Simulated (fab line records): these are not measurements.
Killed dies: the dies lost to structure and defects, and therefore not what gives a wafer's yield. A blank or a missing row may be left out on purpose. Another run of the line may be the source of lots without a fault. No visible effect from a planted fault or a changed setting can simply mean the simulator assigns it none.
Comparing a struck lot with a sound one / flow gf180mcu / 18 out of 602 route steps
Sound: wafers L252.1, L252.2, L252.4. Struck: wafer L256.1. (L256.2 of the same lot was not struck and is left out.) The cause comes at the end.
For every step that has rows: the tool of each side, followed by ch and its chambers, followed by its first start. Under that, the readings that differ: sound wafers / struck wafers / difference of the means / sigmas: that difference in standard deviations of wafers without a fault.
alike: readings whose means differ by less than 2 such deviations, and words and numbers that are the same on both sides. not compared: withheld readings, readings that some wafer has no value for, bounds like >300 that may hide the same value, and numbers for which the record gives no deviation and whose values overlap.
The two part at a step that has a row with sigmas, a row that says differs or no value, or rows on one side only. When numbers do not overlap yet have no deviation, they are printed without sigmas and do not part them. A reading that every wafer of one side lacks parts them only if that side has two wafers or more.

first, 3 steps without rows for these wafers: GF_V3_EXPOSE_11 (exposes mask Via3, target cd 260 nm); GF_V3_PEB_12 (peb time 90 s); GF_V3_DEVELOP_13 (develop time 60 s).
GF_V3_CD_MEAS_14 targets a cd of 260 nm.
  struck on cd_sem-01, day 24 07:08; sound on cd_sem-02, day 22 10:35
  alike: cd_nm
GF_V3_OVL_MEAS_15:
  struck on overlay-02, day 24 07:15; sound on overlay-02, day 22 10:42
  alike: V3_OVL
GF_V3_ETCH_16: etches BARC in N2/H2.
  sound on rie_diel-04 ch 0,1,3, day 22 10:44; struck on rie_diel-04 ch 0, day 24 07:17
  alike: drypump_motor_current_A, oes_product_au, throttle_valve_pct
GF_V3_ETCH_17: etches SiO2 in C4F8/O2/Ar, stops on TiN, target depth 635 nm.
  sound: rie_diel-04 ch 0,1,3; struck: rie_diel-04 ch 0
  alike: oes_product_au
GF_V3_STRIP_18: strips in O2/N2.
  sound on plasma_asher-03 ch 0,1, day 22 10:52; struck on plasma_asher-03 ch 0, day 24 07:25
  alike: drypump_motor_current_A, heater_power_w, oes_product_au
  not compared: rf_hours_counter_h
then, 2 steps without rows for these wafers: GF_V3_STRIP_19 (strips in post etch residue remover, time 1200 s); GF_V3_CLEAN_20 (cleans in DIW).
GF_V3_SPUTTER_21: material Ti, target thk 15 nm, time 80.02 s.
  struck on pvd_sputter-04, day 24 07:57; sound on pvd_sputter-02, day 22 11:28
  alike: throttle_valve_pct
GF_V3_SPUTTER_22: material TiN, target thk 10 nm, time 40 s.
  struck on pvd_sputter-04, day 24 08:01; sound on pvd_sputter-02, day 22 11:32
  alike: throttle_valve_pct
GF_V3_CVD_23: deposits W, target thk 350 nm, time 104.9 s.
  sound on cvd_w-02 ch 0,1, day 22 11:34; struck on cvd_w-01 ch 1, day 24 08:03
reading=model.W_of_V3_CVD_23.thk_nm (nm); sound=358.8 353.3 350.7; struck=547.8; difference=+193.5; sigmas=
  alike: heater_power_w
GF_V3_RS_MEAS_24: measures by four-point-probe.
  struck on film_metro-03, day 24 08:10; sound on film_metro-03, day 22 11:41
reading=V3_W_RS (ohm/sq); sound=0.320 0.325 0.328; struck=0.208; difference=-0.116; sigmas=-19
GF_V3_THK_MEAS_25: measures by xrf.
  struck on film_metro-03, day 24 08:17; sound on film_metro-03, day 22 11:48
reading=V3_W_THK (nm); sound=353 347 344; struck=524; difference=+176; sigmas=+28
GF_V3_CMP_26: polishes, stops on SiO2, t overpolish 15 s, target thk 0 nm.
  sound on cmp-01 ch 1,2,3, day 22 11:52; struck on cmp-01 ch 3, day 24 08:32
reading=time_to_endpoint_s (s); sound=94 88 89; struck=134; difference=+44; sigmas=+9
  alike: motor_current_A
then, 1 step without rows for these wafers: GF_M4_SPUTTER_00 (material Ti, target thk 37.5 nm, time 150 s).
-- the record jumps here: 6 days lie between the struck wafers' starts before and after (it left off in module M4 and takes up again in module PASSIVATION, whose first step shown is number 602 of the route) --
GF_PASSIVATION_PROBE_99:
  rows exist in the record for the struck wafers here (prober-01, day 30 16:11), but not for the sound ones

WHERE THEY PART
Earliest at GF_V3_RS_MEAS_24; latest, in this record, at GF_PASSIVATION_PROBE_99.

WHY: what had been put in by the simulator
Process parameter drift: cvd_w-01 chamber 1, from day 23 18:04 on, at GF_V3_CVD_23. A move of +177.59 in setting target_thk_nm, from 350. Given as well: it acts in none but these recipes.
